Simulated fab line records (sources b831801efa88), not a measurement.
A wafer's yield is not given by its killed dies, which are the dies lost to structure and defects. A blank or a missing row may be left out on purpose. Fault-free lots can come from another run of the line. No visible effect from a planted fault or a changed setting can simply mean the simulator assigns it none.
Lot-split experiment / flow sfq-line / 23 wafers read from 5 lots, route of 325 steps

== THE SPLIT ITSELF ==
At SFQ_TRILAYER_L0_DEP_SPUTTER_003 (material MoNx KI, target thk 40 nm, time 100 s), the setting time-s was moved away from the recipe's 100 s on 7 of the 23 wafers read, by -8.8% to +11.0%. This setting was run at the recipe's value on the other wafers.

== FROM THE SPLIT TO THE READING: what the file shows between them, 2 steps ==
- SFQ_L0_RS_MEAS_901: measures by four-point-probe
- SFQ_L0_THK_MEAS_902: measures by xrf

== THE READING ==
oes-product-au, in a.u., at SFQ_TRILAYER_L0_ETCH_METAL_ETCH_008 (etches MoNx KI in SF6/O2, stops on SiO2, target depth 50 nm, time 25 s). A value of 0.873 a.u. with a standard deviation of 0.01 a.u. is what fault-free wafers of this fab line usually give.

wafer=L078.1; tool, chamber at the split=pvd-sputter-05, -; time-s as run, s=91.23; against the recipe=-8.8%; oes-product-au, a.u.=0.836; against lot-mates on the recipe=-0.035
wafer=L078.2; tool, chamber at the split=pvd-sputter-05, -; time-s as run, s=91.23; against the recipe=-8.8%; oes-product-au, a.u.=0.849; against lot-mates on the recipe=-0.022
wafer=L078.3; tool, chamber at the split=pvd-sputter-05, -; time-s as run, s=100; against the recipe=recipe; oes-product-au, a.u.=0.861; against lot-mates on the recipe=-
wafer=L078.4; tool, chamber at the split=pvd-sputter-05, -; time-s as run, s=91.23; against the recipe=-8.8%; oes-product-au, a.u.=0.836; against lot-mates on the recipe=-0.035
wafer=L078.5; tool, chamber at the split=pvd-sputter-05, -; time-s as run, s=100; against the recipe=recipe; oes-product-au, a.u.=0.882; against lot-mates on the recipe=-
wafer=L079.1; tool, chamber at the split=pvd-sputter-03, -; time-s as run, s=100; against the recipe=recipe; oes-product-au, a.u.=0.877; against lot-mates on the recipe=-
wafer=L079.4; tool, chamber at the split=pvd-sputter-03, -; time-s as run, s=100; against the recipe=recipe; oes-product-au, a.u.=0.869; against lot-mates on the recipe=-
wafer=L079.5; tool, chamber at the split=pvd-sputter-03, -; time-s as run, s=100; against the recipe=recipe; oes-product-au, a.u.=0.880; against lot-mates on the recipe=-
wafer=L080.1; tool, chamber at the split=pvd-sputter-05, -; time-s as run, s=111; against the recipe=+11.0%; oes-product-au, a.u.=0.932; against lot-mates on the recipe=+0.070
wafer=L080.2; tool, chamber at the split=pvd-sputter-05, -; time-s as run, s=100; against the recipe=recipe; oes-product-au, a.u.=0.863; against lot-mates on the recipe=-
wafer=L080.3; tool, chamber at the split=pvd-sputter-05, -; time-s as run, s=100; against the recipe=recipe; oes-product-au, a.u.=0.868; against lot-mates on the recipe=-
wafer=L080.5; tool, chamber at the split=pvd-sputter-05, -; time-s as run, s=100; against the recipe=recipe; oes-product-au, a.u.=0.855; against lot-mates on the recipe=-
wafer=L080.6; tool, chamber at the split=pvd-sputter-05, -; time-s as run, s=111; against the recipe=+11.0%; oes-product-au, a.u.=0.926; against lot-mates on the recipe=+0.064
wafer=L084.1; tool, chamber at the split=pvd-sputter-03, -; time-s as run, s=100; against the recipe=recipe; oes-product-au, a.u.=0.884; against lot-mates on the recipe=-
wafer=L084.2; tool, chamber at the split=pvd-sputter-03, -; time-s as run, s=100; against the recipe=recipe; oes-product-au, a.u.=0.878; against lot-mates on the recipe=-
wafer=L084.3; tool, chamber at the split=pvd-sputter-03, -; time-s as run, s=100; against the recipe=recipe; oes-product-au, a.u.=0.873; against lot-mates on the recipe=-
wafer=L084.4; tool, chamber at the split=pvd-sputter-03, -; time-s as run, s=100; against the recipe=recipe; oes-product-au, a.u.=0.865; against lot-mates on the recipe=-
wafer=L084.5; tool, chamber at the split=pvd-sputter-03, -; time-s as run, s=100; against the recipe=recipe; oes-product-au, a.u.=0.865; against lot-mates on the recipe=-
wafer=L085.1; tool, chamber at the split=pvd-sputter-03, -; time-s as run, s=100; against the recipe=recipe; oes-product-au, a.u.=0.871; against lot-mates on the recipe=-
wafer=L085.2; tool, chamber at the split=pvd-sputter-03, -; time-s as run, s=104.5; against the recipe=+4.5%; oes-product-au, a.u.=0.900; against lot-mates on the recipe=+0.020
wafer=L085.3; tool, chamber at the split=pvd-sputter-03, -; time-s as run, s=104.5; against the recipe=+4.5%; oes-product-au, a.u.=0.900; against lot-mates on the recipe=+0.020
wafer=L085.4; tool, chamber at the split=pvd-sputter-03, -; time-s as run, s=100; against the recipe=recipe; oes-product-au, a.u.=0.888; against lot-mates on the recipe=-
wafer=L085.5; tool, chamber at the split=pvd-sputter-03, -; time-s as run, s=100; against the recipe=recipe; oes-product-au, a.u.=0.880; against lot-mates on the recipe=-

THE FIT
A straight line over all 23 wafers: oes-product-au changes by +0.00453 a.u. for each +1% of time-s; r = +0.93; the points scatter about the line by 0.009 a.u.
The same after taking each lot's own level away (the mean of its wafers on the recipe; 23 wafers): +0.0048 a.u. for each +1%; r = +0.94; scatter 0.0086 a.u.
That fit puts the effect of the largest move of time-s on the reading at 0.053 a.u.
The span of the lots' own levels, 0.8620 to 0.8797 a.u., comes to 1.8 times the standard deviation stated above.
The two slopes agree, so the slope changes little with the lot-to-lot level.
Check: +0.0499 a.u. against its lot-mates is what the line predicts for one of the wafers moved furthest among these (+11.0%) when that wafer is left out of the fit. Against them it came out at +0.07 a.u.

== THE WHOLE CHAIN: every reading that the file lists as answering this split, in the file's order ==
step=SFQ_TRILAYER_L0_DEP_SPUTTER_003; what it does=material MoNx KI, target thk 40 nm, time 100 s; reading=MoNx_KI_of_TRILAYER_L0_DEP_SPUTTER_003.thk-nm (the simulator's own value, which no gauge read); change (the file's fit)=+0.421 nm for each +1% of the setting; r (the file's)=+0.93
step=SFQ_L0_RS_MEAS_901; what it does=measures by four-point-probe; reading=L0_MONX_KI_RS; change (the file's fit)=-0.435 for each +1% of the setting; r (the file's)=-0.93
step=SFQ_L0_THK_MEAS_902; what it does=measures by xrf; reading=L0_MONX_KI_THK; change (the file's fit)=+0.44 for each +1% of the setting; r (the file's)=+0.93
step=SFQ_TRILAYER_L0_ETCH_METAL_ETCH_008; what it does=etches MoNx KI in SF6/O2, stops on SiO2, target depth 50 nm, time 25 s; reading=oes-product-au; change (the file's fit)=+0.00505 a.u. for each +1% of the setting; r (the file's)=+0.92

== THE FILE'S OWN FIT ==
oes-product-au changes by +0.00505 a.u. for each +1% of time-s, r = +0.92.
